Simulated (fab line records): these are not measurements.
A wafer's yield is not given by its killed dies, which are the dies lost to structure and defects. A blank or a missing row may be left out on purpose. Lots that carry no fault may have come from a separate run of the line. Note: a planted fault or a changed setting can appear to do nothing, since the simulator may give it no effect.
fab line records	flow sfqLine
[record] lots = 14	wafers = 42	lastDay = 80
route steps=325 shown I4@174 M6@262 I6@277 I7@298
lots that met no fault: taken from a fault-free run of the same line
startH: hours from the record's opening day to when the first of the lot's shown wafers began	waitH: time in hours since the lot's previous step	" as in the row above	L1.1+2: a row that stands for several wafers	- value missing, or start not given	* or withheld: withheld	< > ~ a bound
route shown NAME@n: names a module that has steps shown in the file, with the first one's number in the route	usual: average and standard deviation across the fault-free wafers	same: alike in all rows	chamber/n: place in a boat	sites: the reading at each site	_std_site: standard deviation across them	_edge_site: the outer-site mean with the inner-site mean subtracted	radiusMm: how far each site lies from the wafer's centre	mask NAME#n: copy n	behind: the most recent tool/chamber to have shaped the wafer	hold: what put the lot on hold/how long, in hours/how the hold closed	device: which transistor (n, p or np) failed to switch	end of line: the same wafers' tests at the end of the route	a step without rows: its recipe alone	killed: at the first sort, the dies lost to defects and structure; wafer yield is something else	map: the dies of a wafer, with x for killed, . for not killed, _ for no die there
set.NAME: setting as actually run; set.NAME@STEP: the setting as run at that earlier step	model.NAME: the simulator's own value behind a step, which no gauge read
route steps across a sampled set of lots; one table per step, one row per wafer
services: when a tool's chamber went out of use (startH, in hours from the record's first day, below 0 if earlier), for how many hours, and the reason
[[steps]]
[step SFQ_TRILAYER_I4_VIA_BARC_OPEN_VIA_ETCH_146]
[recipe] maskMaterial = PR	chemistry = O2	targetDepthNm = 125	target = BARC	sourceW = 500	biasW = 80	pressureMtorr = 30	timeS = 41.7
[usual] drypumpMotorCurrentA = 5.7/0.43	oesProductAu = 0.685/0.0049	rfFwdPowerW = 494.8/2.4	runLengthS = 70.1/0.34
lot.wafer	tool	chamber	startH	waitH	drypumpMotorCurrentA	oesProductAu	rfFwdPowerW	rfHoursCounterH	runLengthS
L957.2	rieDiel-02	2	1100.72	0.0	6.1	0.688	496.0	12	69.8
L957.3	"	3	"	"	5.2	0.683	495.8	10	70.0
L957.6	"	1	"	"	5.5	0.682	495.5	-	69.7
L958.1	rieDiel-01	2	1101.92	0.0	5.6	0.686	490.9	5	70.8
L958.4	"	3	"	"	6.1	0.680	495.2	-	70.6
L958.6	"	1	"	"	6.2	0.695	493.8	-	69.7
L959.1	rieDiel-02	3	1103.12	0.0	5.2	0.686	494.0	10	70.2
L959.3	"	2	"	"	6.1	0.687	495.9	12	69.8
L959.5	"	3	"	"	5.2	0.689	495.4	-	70.4
L960.2	rieDiel-01	1	1104.32	0.0	6.2	0.679	495.0	3	70.0
L960.4	"	3	"	"	6.0	0.681	493.4	-	70.5
L960.5	"	1	"	"	6.2	0.685	498.6	-	69.8
L961.1	rieDiel-02	0	1255.49	0.0	5.3	0.681	491.2	2	70.2
L961.3	"	1	"	"	5.5	0.686	493.2	10	69.6
L961.4	"	2	"	"	6.1	0.689	492.5	15	70.3
L962.2	rieDiel-02	2	1264.25	0.0	6.1	0.686	495.4	15	70.1
L962.4	"	1	"	"	5.5	0.682	497.4	10	70.4
L962.6	"	3	"	"	5.2	0.688	494.7	-	70.0
L963.2	rieDiel-03	0	1270.25	0.0	5.8	0.684	492.8	14	69.9
L963.4	"	3	"	"	5.5	0.685	492.1	16	70.0
L963.6	"	2	"	"	5.1	0.679	495.2	-	69.6
L964.1	rieDiel-01	3	1271.45	0.0	6.1	0.686	497.4	3	71.1
L964.4	"	2	"	"	5.6	0.689	488.8	7	70.4
L964.5	"	0	"	"	6.7	0.685	495.5	-	69.8
L965.2	rieDiel-02	3	1274.19	0.0	5.2	0.682	496.5	13	70.2
L965.4	"	0	"	"	5.3	0.684	492.9	3	70.2
L965.5	"	2	"	"	6.1	0.688	496.7	-	70.0
L966.1	rieDiel-02	1	1282.86	0.0	5.5	0.684	496.7	11	69.7
L966.2	"	3	"	"	5.2	0.689	496.9	13	70.1
L966.5	"	0	"	"	5.3	0.689	491.5	-	70.4
L967.1	rieDiel-03	0	1286.46	0.0	5.8	0.677	494.6	14	70.0
L967.2	"	1	"	"	5.9	0.688	494.8	2	70.3
L967.4	"	2	"	"	5.1	0.688	497.7	17	70.1
L975.1	rieDiel-02	0	1449.80	0.0	5.3	0.683	490.6	6	70.0
L975.3	"	2	"	"	6.1	0.713	-	18	67.1
L975.5	"	0	"	"	5.3	0.686	489.5	-	70.3
L978.2	rieDiel-02	2	1470.97	0.0	6.1	0.677	496.8	19	69.8
L978.4	"	1	"	"	5.5	0.712	-	14	67.0
L978.6	"	3	"	"	5.2	0.686	496.3	-	70.0
L980.3	rieDiel-01	3	1498.52	0.0	6.1	0.682	495.2	8	70.7
L980.4	"	1	"	"	6.1	0.681	494.4	10	69.8
L980.6	"	0	"	"	6.6	0.679	497.6	-	69.4
[step SFQ_TRILAYER_M6_BARC_OPEN_METAL_ETCH_206]
[recipe] maskMaterial = PR	chemistry = O2	targetDepthNm = 125	target = BARC	icpW = 600	biasW = 80	pressureMtorr = 10	timeS = 41.7
[usual] drypumpMotorCurrentA = 5.7/0.49	oesProductAu = 0.685/0.0043	rfFwdPowerW = 594.6/1.9	runLengthS = 69.94/0.27
lot.wafer	tool	chamber	startH	waitH	drypumpMotorCurrentA	oesProductAu	rfFwdPowerW	rfHoursCounterH	runLengthS
L957.2	rieMetal-04	1	1431.80	0.0	4.8	0.686	595.1	140	70.45
L957.3	"	0	"	"	5.6	0.680	595.3	-	69.56
L957.6	"	0	"	"	5.7	0.685	596.5	-	69.55
L958.1	rieMetal-04	0	1448.60	0.0	5.6	0.681	592.6	6	69.48
L958.4	"	0	"	"	5.6	0.686	593.6	-	69.59
L958.6	"	0	"	"	5.7	0.690	593.7	-	69.87
L959.1	rieMetal-03	0	1512.92	0.0	5.5	0.682	591.1	39	70.08
L959.3	"	0	"	"	5.5	0.679	594.1	-	69.90
L959.5	"	1	"	"	6.1	0.682	594.1	-	69.59
L960.2	rieMetal-01	1	1514.24	0.0	6.3	0.689	592.9	110	69.79
L960.4	"	0	"	"	5.4	0.679	594.6	-	69.94
L960.5	"	1	"	"	6.3	0.683	591.1	-	69.70
L961.1	rieMetal-01	0	1682.59	0.0	5.3	0.683	595.3	2	69.93
L961.3	"	0	"	"	5.3	0.674	594.4	-	70.08
L961.4	"	1	"	"	6.3	0.682	594.8	-	70.34
L962.2	rieMetal-01	1	1699.39	0.0	6.3	0.681	595.3	133	70.35
L962.4	"	1	"	"	6.3	0.684	594.6	-	69.82
L962.6	"	1	"	"	6.3	0.683	592.1	-	70.00
L963.2	rieMetal-03	1	1700.59	0.0	6.1	0.685	593.1	123	69.75
L963.4	"	0	"	"	5.5	0.685	592.0	-	69.79
L963.6	"	1	"	"	6.1	0.680	593.4	-	70.04
L964.1	rieMetal-01	1	1701.79	0.0	6.3	0.679	590.6	133	70.01
L964.4	"	1	"	"	6.3	0.688	595.0	-	69.69
L964.5	"	1	"	"	6.3	0.687	591.4	-	69.71
L965.2	rieMetal-03	1	1702.99	0.0	6.1	0.691	597.5	123	69.60
L965.4	"	1	"	"	6.1	0.688	595.9	-	70.00
L965.5	"	1	"	"	6.1	0.679	597.7	-	70.06
L966.1	rieMetal-04	0	1704.19	0.0	5.6	0.683	596.3	38	69.71
L966.2	"	1	"	"	4.8	0.681	595.7	21	70.41
L966.5	"	0	"	"	5.6	0.679	592.9	-	70.37
L967.1	rieMetal-03	0	1706.59	0.0	5.5	0.679	594.3	60	69.67
L967.2	"	1	"	"	6.1	0.691	598.3	124	69.71
L967.4	"	0	"	"	5.4	0.688	594.1	-	70.24
L975.1	rieMetal-01	1	1752.19	0.0	6.3	0.688	592.8	5	69.93
L975.3	"	0	"	"	5.3	0.689	596.2	-	69.66
L975.5	"	1	"	"	6.3	0.683	595.0	-	69.95
L978.2	rieMetal-04	0	1758.19	0.0	5.6	0.686	594.1	49	69.60
L978.4	"	0	"	"	5.6	0.684	594.4	-	69.91
L978.6	"	0	"	"	5.6	0.673	592.4	-	69.79
L980.3	rieMetal-01	0	1761.81	0.0	5.3	0.682	595.0	-	69.92
L980.4	"	1	"	"	6.3	0.692	594.7	-	69.94
L980.6	"	0	"	"	5.3	0.678	595.9	-	70.43
[step SFQ_TRILAYER_I6_VIA_BARC_OPEN_VIA_ETCH_235]
[recipe] maskMaterial = PR	chemistry = O2	targetDepthNm = 125	target = BARC	sourceW = 500	biasW = 80	pressureMtorr = 30	timeS = 41.7
[usual] drypumpMotorCurrentA = 5.7/0.55	oesProductAu = 0.685/0.0044	rfFwdPowerW = 494.8/2.4	runLengthS = 70.1/0.46
lot.wafer	tool	chamber	startH	waitH	drypumpMotorCurrentA	oesProductAu	rfFwdPowerW	rfHoursCounterH	runLengthS
L957.2	rieDiel-04	0	1548.14	0.0	5.0	0.687	496.9	11	69.7
L957.3	"	1	"	"	5.6	0.681	494.6	6	70.4
L957.6	"	0	"	"	5.0	0.680	493.2	-	69.6
L958.1	rieDiel-04	3	1592.54	0.0	6.3	0.685	493.2	0	69.8
L958.4	"	2	"	"	4.9	0.688	495.1	11	69.5
L958.6	"	1	"	"	5.6	0.683	493.9	-	70.5
L959.1	rieDiel-02	3	1683.79	0.0	5.2	0.688	500.0	20	70.4
L959.3	"	0	"	"	5.2	0.685	492.0	9	70.0
L959.5	"	0	"	"	5.2	0.686	492.5	-	70.3
L960.2	rieDiel-04	1	1684.99	0.0	5.6	0.689	498.9	8	70.6
L960.4	"	2	"	"	4.9	0.684	495.7	12	69.4
L960.5	"	0	"	"	5.0	0.678	494.9	-	69.7
L961.1	rieDiel-01	3	1731.79	0.0	6.1	0.693	495.2	11	71.1
L961.3	"	2	"	"	5.6	0.683	491.9	15	70.9
L961.4	"	1	"	"	6.1	0.687	493.8	13	70.2
L962.2	rieDiel-01	2	1741.39	0.0	5.6	0.680	492.4	15	70.3
L962.4	"	3	"	"	6.0	0.686	499.3	12	71.1
L962.6	"	3	"	"	6.0	0.684	496.5	-	70.6
L963.2	rieDiel-04	3	1743.79	0.0	6.3	0.688	490.3	3	69.8
L963.4	"	1	"	"	5.6	0.679	493.1	9	70.4
L963.6	"	2	"	"	4.9	0.693	495.8	-	69.2
L964.1	rieDiel-01	3	1747.39	0.0	6.0	0.677	499.6	12	70.6
L964.4	"	1	"	"	6.2	0.686	497.0	14	70.6
L964.5	"	3	"	"	6.1	0.684	496.5	-	70.5
L965.2	rieDiel-04	1	1748.59	0.0	5.6	0.685	495.4	9	70.4
L965.4	"	2	"	"	4.9	0.683	495.8	13	69.4
L965.5	"	2	"	"	4.9	0.687	496.0	-	69.5
L966.1	rieDiel-01	2	1749.79	0.0	5.6	0.681	490.0	16	70.3
L966.2	"	3	"	"	6.1	0.679	493.8	12	70.7
L966.5	"	0	"	"	6.5	0.688	499.3	-	69.8
L967.1	rieDiel-04	0	1750.99	0.0	4.9	0.684	497.2	14	70.2
L967.2	"	3	"	"	6.3	0.689	493.1	3	70.1
L967.4	"	1	"	"	5.6	0.690	494.6	9	70.2
L975.1	rieDiel-01	2	1779.79	0.0	5.6	0.690	489.0	16	70.3
L975.3	"	1	"	"	6.2	0.679	495.8	14	70.0
L975.5	"	2	"	"	5.6	0.682	488.2	-	70.3
L978.2	rieDiel-04	2	1784.59	0.0	4.9	0.688	494.7	14	69.4
L978.4	"	1	"	"	5.6	0.686	495.3	10	70.3
L978.6	"	2	"	"	4.9	0.686	495.2	-	69.3
L980.3	rieDiel-01	2	1788.19	0.0	5.6	0.686	490.1	16	70.4
L980.4	"	3	"	"	6.0	0.686	497.6	12	71.0
L980.6	"	0	"	"	6.6	0.688	498.1	-	70.2
[step SFQ_I7_BOW_MEAS_946]
[recipe] mode = bow
[usual] I7_BOW = 10/11
lot.wafer	tool	chamber	startH	waitH	I7_BOW[um]
L957.2	filmMetro-04	-	1659.25	2.0	23
L957.3	"	-	"	"	11
L957.6	"	-	"	"	13
L958.1	filmMetro-04	-	1687.84	2.0	1
L958.4	"	-	"	"	-3
L958.6	"	-	"	"	-1
L959.1	filmMetro-03	-	1771.23	2.5	16
L959.3	"	-	"	"	21
L959.5	"	-	"	"	24
L960.2	filmMetro-04	-	1777.25	2.5	19
L960.4	"	-	"	"	25
L960.5	"	-	"	"	17
L961.1	filmMetro-03	-	1827.86	1.5	11
L961.3	"	-	"	"	17
L961.4	"	-	"	"	22
L962.2	filmMetro-03	-	1833.88	1.5	8
L962.4	"	-	"	"	15
L962.6	"	-	"	"	13
L963.2	filmMetro-04	-	1834.16	2.5	1
L963.4	"	-	"	"	6
L963.6	"	-	"	"	11
L964.1	filmMetro-04	-	1839.86	2.0	32
L964.4	"	-	"	"	33
L964.5	"	-	"	"	29
L965.2	filmMetro-03	-	1840.16	1.5	9
L965.4	"	-	"	"	12
L965.5	"	-	"	"	15
L966.1	filmMetro-01	-	1842.86	1.0	8
L966.2	"	-	"	"	9
L966.5	"	-	"	"	15
L967.1	filmMetro-04	-	1843.14	1.5	-6
L967.2	"	-	"	"	-19
L967.4	"	-	"	"	-23
L975.1	filmMetro-01	-	1883.44	2.5	22
L975.3	"	-	"	"	17
L975.5	"	-	"	"	6
L978.2	filmMetro-04	-	1890.50	2.5	15
L978.4	"	-	"	"	28
L978.6	"	-	"	"	8
L980.3	filmMetro-04	-	1896.52	2.0	-7
L980.4	"	-	"	"	-14
L980.6	"	-	"	"	2
[[services]]
tool	chamber	startH	hours	kind
rieDiel-02	-	1077.25	11.5	repair
rieDiel-02	3	1078.46	5.1	repair
rieDiel-01	2	1092.80	5.0	repair
rieDiel-01	0	1100.63	6.8	repair
rieDiel-02	-	1108.38	2.8	pm
rieDiel-01	1	1168.79	8.4	repair
rieDiel-02	1	1174.86	12.2	repair
rieDiel-01	0	1184.80	3.6	repair
rieDiel-01	2	1206.30	7.5	repair
rieDiel-02	1	1242.41	9.7	repair
rieDiel-02	3	1242.81	6.2	repair
rieDiel-01	3	1296.71	3.4	repair
rieDiel-01	2	1304.03	11.2	repair
rieDiel-02	0	1329.32	1.5	repair
rieDiel-01	-	1395.38	14.6	pm
rieDiel-02	2	1403.92	9.9	repair
rieDiel-02	-	1406.84	1.0	repair
rieDiel-02	-	1435.16	0.4	repair
rieDiel-01	0	1461.31	6.4	repair
rieDiel-01	3	1531.42	5.2	repair
rieDiel-01	2	1549.30	4.0	repair
rieDiel-02	0	1556.60	10.8	repair
rieDiel-02	-	1666.09	15.6	pm
rieDiel-01	-	1774.22	0.3	repair
[[key]]
[firstSign] step = SFQ_TRILAYER_I4_VIA_BARC_OPEN_VIA_ETCH_146	reading = runLengthS	direction = down	sigmas = 9	usual = *	struck = *
[effect] step = SFQ_TRILAYER_I4_VIA_BARC_OPEN_VIA_ETCH_146	reading = oesProductAu	direction = up	sigmas = 5.7	usual = 0.685	struck = 0.713
metAt SFQ_TRILAYER_I4_VIA_BARC_OPEN_VIA_ETCH_146
struckLots L975,L978
struckWafers L975.3,L978.4
notActingAt SFQ_TRILAYER_M6_BARC_OPEN_METAL_ETCH_206,SFQ_TRILAYER_I6_VIA_BARC_OPEN_VIA_ETCH_235,SFQ_I7_BOW_MEAS_946
onsetBetween 1282.86 1449.80
[fault] kind = processParameterDrift	tool = rieDiel-02	chamber = -	onsetH = 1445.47	steps = SFQ_TRILAYER_I4_VIA_BARC_OPEN_VIA_ETCH_146	channel = timeS	offset = *	shape = step	endH = 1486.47	scope = struckWafersOnly	actsIn = *	stated = *
